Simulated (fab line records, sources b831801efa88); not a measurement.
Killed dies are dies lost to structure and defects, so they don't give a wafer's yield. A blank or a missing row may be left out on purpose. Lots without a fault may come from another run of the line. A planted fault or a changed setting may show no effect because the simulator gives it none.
Which tool did it? | flow sky130 | 14 lots, 42 wafers sampled, at 1 step of a route of 708

WHAT THE GAUGES READ, wafer by wafer
The record holds no reading of a measuring or inspecting step that can be judged against a usual standard deviation.

WHICH TOOL RAN EACH LOT (tool, then ch and the chambers of the sampled wafers, then the start)
lot  | SKY_NWELL_OXIDATION_01
L851 | furnace-02 ch 0, day 2 19:21
L852 | furnace-02 ch 0, day 2 19:21
L854 | furnace-02 ch 0, day 3 09:18
L855 | furnace-02 ch 0, day 3 12:06
L856 | furnace-01 ch 0, day 3 15:55
L857 | furnace-01 ch 0, day 3 21:20
L862 | furnace-02 ch 0, day 4 21:29
L868 | furnace-02, day 6 03:43
L869 | furnace-01, day 6 10:25
L870 | furnace-01 ch 0, day 6 18:56
L871 | furnace-01 ch 0, day 7 06:09
L872 | furnace-01 ch 0, day 7 06:09
L873 | furnace-02 ch 0, day 7 10:52
L874 | furnace-01 ch 0, day 7 16:46
- SKY_NWELL_OXIDATION_01: stabilise 600 s, purge 300 s, target thk 10 nm.

WHAT THE TOOLS THEMSELVES READ (means of the sampled wafers that have a number; where no wafer has one, the mark that the record gives instead)
SKY_NWELL_OXIDATION_01.
lot  | tool       | ox_temp_c (C) | ox_temp_c_max | spike_tc_upper_C (C) | zone_power_centre_pct (%)
L851 | furnace-02 | 900.3         | 903.7         | 899.5                | 20.9
L852 | furnace-02 | 899.8         | 903.0         | 900.5                | 20.8
L854 | furnace-02 | 900.1         | 903.5         | 899.7                | 20.7
L855 | furnace-02 | 899.9         | 903.9         | 899.7                | 20.9
L856 | furnace-01 | 900.0         | 904.1         | 900.2                | 20.3
L857 | furnace-01 | 900.5         | 903.7         | 901.1                | 20.2
L862 | furnace-02 | 900.2         | 903.9         | 898.7                | 20.9
L868 | furnace-02 | -             | -             | -                    | -
L869 | furnace-01 | -             | -             | -                    | -
L870 | furnace-01 | 899.6         | 903.2         | 901.2                | 20.4
L871 | furnace-01 | 900.4         | 904.0         | 900.2                | 20.2
L872 | furnace-01 | 900.6         | 904.2         | 900.3                | 20.4
L873 | furnace-02 | 900.2         | 903.9         | 900.1                | 20.9
L874 | furnace-01 | 900.0         | 903.8         | 900.7                | 20.2

THE ANSWER, worked out from the rows above alone
Rule: what is usual is taken from the lots themselves. Put in order of their means at a reading, lots are off if they are a third of the lots or fewer, leave a main group of 4 or more, and stand apart from it by a gap of 3 or more times the standard deviation of the main group's means; of several such gaps the widest counts. A main group whose means are all the same, to the digits that the tables above print for the reading, isn't used. A lot without any number at a reading at which 4 lots or more have one is off too. The other lots that the step has rows for count as sound. The gauges are gone through in route order, then the tools' own readings, and for those a lot's mean is taken as printed above. The first step at which some lot is off is used, and at that step the reading that is off furthest; a lot without a number counts as furthest.
Off: L868, L869, at SKY_NWELL_OXIDATION_01 (ox_temp_c). Without a number there: L868, L869. The main group: mean 900.1 C, standard deviation 0.28.
A tool fits if, at that step or a process step before it, it ran every lot that is off, and no sound lot after the first of them. None of those tried fits.

WHAT THE SIMULATOR HAD PUT IN
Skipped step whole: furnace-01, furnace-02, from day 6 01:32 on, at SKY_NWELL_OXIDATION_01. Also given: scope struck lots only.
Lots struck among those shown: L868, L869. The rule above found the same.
